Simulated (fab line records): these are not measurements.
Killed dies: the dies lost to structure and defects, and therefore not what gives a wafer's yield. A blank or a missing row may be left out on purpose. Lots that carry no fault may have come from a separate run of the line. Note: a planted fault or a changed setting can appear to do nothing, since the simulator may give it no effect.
Comparing a struck lot with a sound one ; flow sky130 ; 29 out of 708 route steps
Sound: the wafers L283.2, L283.5, L283.6. Wafers L296.1, L296.2, L296.3 were the ones struck. Last of all comes the cause.
For every step that has rows: the tool of each side, followed by ch and its chambers, followed by its first start. Under that, the readings that differ: sound wafers ; struck wafers ; difference of the means ; sigmas: that difference in standard deviations of wafers without a fault.
alike: readings whose means differ by less than 2 such deviations, and words and numbers that are the same on both sides. not compared: withheld readings, readings that some wafer has no value for, bounds like >300 that may hide the same value, and numbers for which the record gives no deviation and whose values overlap.
A row with sigmas, a row that says differs or no value, or rows on one side alone: a step with any of these is where the two part. When numbers do not overlap yet have no deviation, they are printed without sigmas and do not part them. A reading missing from all wafers of one side parts the sides only when that side holds two or more wafers.

first, 2 steps without rows for these wafers: SKY_LOCAL_INTERCONNECT_PEB_09; SKY_LOCAL_INTERCONNECT_DEVELOP_10 (develop time 60 s).
SKY_LOCAL_INTERCONNECT_CD_MEAS_11 targets a cd of 170 nm.
  sound on cdSem-02, day 30 22:07; struck on cdSem-01, day 35 06:53
  alike: cdNm
SKY_LOCAL_INTERCONNECT_OVL_MEAS_12:
  sound on overlay-01, day 30 22:13; struck on overlay-01, day 35 07:01
  alike: LOCAL_INTERCONNECT_OVL
then, 1 step without rows for these wafers: SKY_LOCAL_INTERCONNECT_ETCH_13 (etches BARC in N2/H2, stops on SiO2, time 45.9 s, target depth 60 nm).
SKY_LOCAL_INTERCONNECT_METAL_ETCH_14: etches TiN in Cl2/BCl3, stops on PSG, target depth 110 nm, time 31.4 s.
  sound on rieMetal-02 ch 0,1, day 30 22:20; struck on rieMetal-02 ch 0,1, day 35 07:07
  alike: drypumpMotorCurrentA, oesProductAu, throttleValvePct
  not compared: rfHoursCounterH
SKY_LOCAL_INTERCONNECT_STRIP_15: strips in O2/N2.
  sound on plasmaAsher-01 ch 0,1, day 30 22:24; struck on plasmaAsher-02 ch 0,1, day 35 07:10
  alike: drypumpMotorCurrentA, oesProductAu, stripTimeToEndpointS
  not compared: rfHoursCounterH
then, 3 steps without rows for these wafers: SKY_LOCAL_INTERCONNECT_STRIP_16 (strips in post etch residue remover, time 1200 s); SKY_LOCAL_INTERCONNECT_CLEAN_17 (cleans in IPA, time 180 s); SKY_LOCAL_INTERCONNECT_CLEAN_18 (cleans in O3/DIW).
SKY_CONTACT_CVD_00: deposits Si3N4, target thk 75 nm.
  sound on pecvd-02 ch 0,2, day 30 22:59; struck on pecvd-02 ch 0,2, day 35 07:46
  alike: heaterPowerW
SKY_CONTACT_THK_MEAS_01:
  sound on filmMetro-04, day 30 23:02; struck on filmMetro-03, day 35 07:49
  alike: CONTACT_CVD_00_THK
SKY_CONTACT_HDPCVD_02: deposits SiO2, target thk 565 nm, time 94.2 s.
  sound on hdpcvd-01 ch 1,2, day 30 23:05; struck on hdpcvd-01 ch 0,1,2, day 35 07:52
  no value came back on the struck wafers for pressureMtorr (mTorr), runLengthS (s); on the sound wafers pressureMtorr (mTorr) reads 5.998 5.991 5.973
then, 1 step without rows for these wafers: SKY_CONTACT_CMP_04 (polishes SiO2).
SKY_CONTACT_BOW_MEAS_05:
  sound on filmMetro-03, day 30 23:32; struck on filmMetro-03, day 35 08:17
reading;sound;struck;difference;sigmas
CONTACT_BOW (um);81 80 87;68 69 69;-14;-2
then, 8 steps without rows for these wafers: SKY_CONTACT_DEHYDRATE_06 (time 60 s); SKY_CONTACT_HMDS_07 (prime time 60 s); SKY_CONTACT_COAT_08 (resist thk 60 nm); SKY_CONTACT_COAT_09 (resist thk 450 nm); SKY_CONTACT_SOFTBAKE_10 (time 90 s); SKY_CONTACT_EXPOSE_11 (exposes mask CTM1, target cd 170 nm); SKY_CONTACT_PEB_12; SKY_CONTACT_DEVELOP_13 (develop time 60 s).
SKY_CONTACT_CD_MEAS_14 targets a cd of 170 nm.
  sound on cdSem-01, day 32 03:25; struck on cdSem-02, day 36 10:28
  alike: cdNm
SKY_CONTACT_OVL_MEAS_15:
  sound on overlay-02, day 32 03:31; struck on overlay-01, day 36 10:35
  alike: CONTACT_OVL
SKY_CONTACT_ETCH_16: etches BARC in N2/H2, stops on SiO2, time 45.9 s, target depth 60 nm.
  sound on rieDiel-03 ch 1,3, day 32 03:32; struck on rieDiel-04 ch 0,1,3, day 36 10:37
  alike: drypumpMotorCurrentA, oesProductAu, throttleValvePct
  not compared: rfHoursCounterH
SKY_CONTACT_ETCH_17: etches SiO2 in C4F8/O2/Ar, stops on Si3N4, target depth 340 nm.
  sound on rieDiel-03 ch 1,3, day 32 03:35; struck on rieDiel-04 ch 0,1,3, day 36 10:40
reading;sound;struck;difference;sigmas
oesProductAu (a.u.);0.892 0.886 0.896;0.378 0.368 0.378;-0.517;-99 or more
model.etch.depthNm (nm);340.8 340.1 341.5;0 0 0;-341;
SKY_CONTACT_ETCH_18: etches Si3N4 in CHF3/O2, stops on TiN, time 39 s, target depth 75 nm.
  sound on rieDiel-03 ch 1,3; struck on rieDiel-04 ch 0,1,3
  alike: drypumpMotorCurrentA, oesProductAu, throttleValvePct
  not compared: rfHoursCounterH
-- the record jumps here: 13 days lie between the struck wafers' starts before and after (it left off in module CONTACT and takes up again in module PAD_OPEN, whose first step shown is number 708 of the route) --
SKY_PAD_OPEN_PROBE_99:
  sound on prober-01, day 46 00:29; struck on prober-02, day 49 03:14
reading;sound;struck;difference;sigmas
killed_at_M0_to_M3;41 45 44;6 6 5;-38;-6
killed_at_M4_up;4 7 3;1 1 1;-4;-2
killedAtContacts;33 22 21;481 484 483;+457;+85
killedAtFrontEnd;13 21 19;4 1 3;-15;-3
killedDies;94 95 87;492 492 492;+400;+43
killedOnRim;12 27 14;96 96 96;+78;+20
killedOpen;55 53 49;8 8 11;-43;-6
killedShort;39 42 38;7 3 4;-35;-6
  alike: killedAtOther

WHERE THEY PART
Earliest at SKY_CONTACT_HDPCVD_02; latest, in this record, at SKY_PAD_OPEN_PROBE_99.

WHY: what had been put in by the simulator
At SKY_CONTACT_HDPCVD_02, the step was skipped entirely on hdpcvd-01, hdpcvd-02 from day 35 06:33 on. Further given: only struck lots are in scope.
